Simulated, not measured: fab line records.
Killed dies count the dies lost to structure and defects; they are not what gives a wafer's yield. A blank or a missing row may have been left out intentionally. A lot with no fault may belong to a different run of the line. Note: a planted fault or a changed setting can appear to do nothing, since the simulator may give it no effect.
Split-lot trial | flow sky130 | route with 708 steps; 5 lots, 23 wafers read

== THE SPLIT ITSELF ==
At SKY_SONOS_TUNNEL_COAT_02 (resist thk 1140 nm), the setting resist-thk-nm was moved away from the recipe's 1140 nm on 7 of the 23 wafers read, by -4.2% to +3.2%. The other wafers ran this setting at the recipe's value.

The reading is taken at the split's own step.

== THE READING ==
NOVOLAK_of_SONOS_TUNNEL_COAT_02.thk-nm (the simulator's own value, which no gauge read), in nm, at SKY_SONOS_TUNNEL_COAT_02 (resist thk 1140 nm). There is no usual value for it anywhere in the file. Average 1142 nm, standard deviation 2.4 nm, over the 16 wafers here run with the recipe.

wafer  | tool, chamber at the split | resist-thk-nm as run, nm | against the recipe | NOVOLAK_of_SONOS_TUNNEL_COAT_02.thk-nm, nm | against lot-mates on the recipe
L076.1 | litho-track-01, 0          | 1140                     | recipe             | 1141                                       | -
L076.2 | litho-track-01, 0          | 1140                     | recipe             | 1141                                       | -
L076.4 | litho-track-01, 0          | 1177                     | +3.2%              | 1177                                       | +35
L076.5 | litho-track-01, 0          | 1177                     | +3.2%              | 1176                                       | +34
L076.6 | litho-track-01, 0          | 1140                     | recipe             | 1145                                       | -
L079.1 | litho-track-01, 0          | 1092                     | -4.2%              | 1090                                       | -48
L079.3 | litho-track-01, 0          | 1092                     | -4.2%              | 1088                                       | -50
L079.4 | litho-track-01, 0          | 1092                     | -4.2%              | 1088                                       | -50
L079.5 | litho-track-01, 0          | 1140                     | recipe             | 1138                                       | -
L079.6 | litho-track-01, 0          | 1140                     | recipe             | 1139                                       | -
L080.2 | litho-track-01, 0          | 1140                     | recipe             | 1142                                       | -
L080.3 | litho-track-01, 0          | 1140                     | recipe             | 1142                                       | -
L080.4 | litho-track-01, 0          | 1097                     | -3.8%              | 1100                                       | -43
L080.5 | litho-track-01, 0          | 1140                     | recipe             | 1144                                       | -
L080.6 | litho-track-01, 0          | 1097                     | -3.8%              | 1098                                       | -45
L083.1 | litho-track-02, 0          | 1140                     | recipe             | 1145                                       | -
L083.3 | litho-track-02, 0          | 1140                     | recipe             | 1144                                       | -
L083.4 | litho-track-02, 0          | 1140                     | recipe             | 1143                                       | -
L083.5 | litho-track-02, 0          | 1140                     | recipe             | 1139                                       | -
L083.6 | litho-track-02, 0          | 1140                     | recipe             | 1142                                       | -
L084.3 | litho-track-02, 0          | 1140                     | recipe             | 1147                                       | -
L084.4 | litho-track-02, 0          | 1140                     | recipe             | 1141                                       | -
L084.6 | litho-track-02, 0          | 1140                     | recipe             | 1142                                       | -

FIT RESULTS
A straight line over all 23 wafers: NOVOLAK_of_SONOS_TUNNEL_COAT_02.thk-nm changes by +11.8 nm for each +1% of resist-thk-nm; r = +0.99; the points scatter about the line by 2.8 nm.
The same after taking each lot's own level away (the mean of its wafers on the recipe; 23 wafers): +11.4 nm for each +1%; r = +1.00; scatter 2 nm.
That fit puts the effect of the largest move of resist-thk-nm on the reading at 48 nm.
From 1138.5 to 1143.3 nm: that is the span of the lots' own levels, equal to 2.1 times the standard deviation above.
So the lot-to-lot level changes the slope little: the two slopes agree.
Check: -48.7 nm against its lot-mates is what the line predicts for one of the wafers moved furthest among these (-4.2%) when that wafer is left out of the fit. It came out at -48.5 nm against them.

== OTHER SPLITS ON THESE WAFERS ==
Note: prior to the reading, these wafers also went through further splits. Each is held against what the fit with the lots' levels taken away leaves over:
other split on the same wafers       | wafers away from the commonest value | r with NOVOLAK_of_SONOS_TUNNEL_COAT_02.thk-nm (lot level and that fit taken away)
SKY_VT_ADJUST_PCH_SOFTBAKE_03 temp-c | 7                                    | +0.07

== FILE'S OWN FIT ==
NOVOLAK_of_SONOS_TUNNEL_COAT_02.thk-nm changes by +11.4 nm for each +1% of resist-thk-nm, r = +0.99.
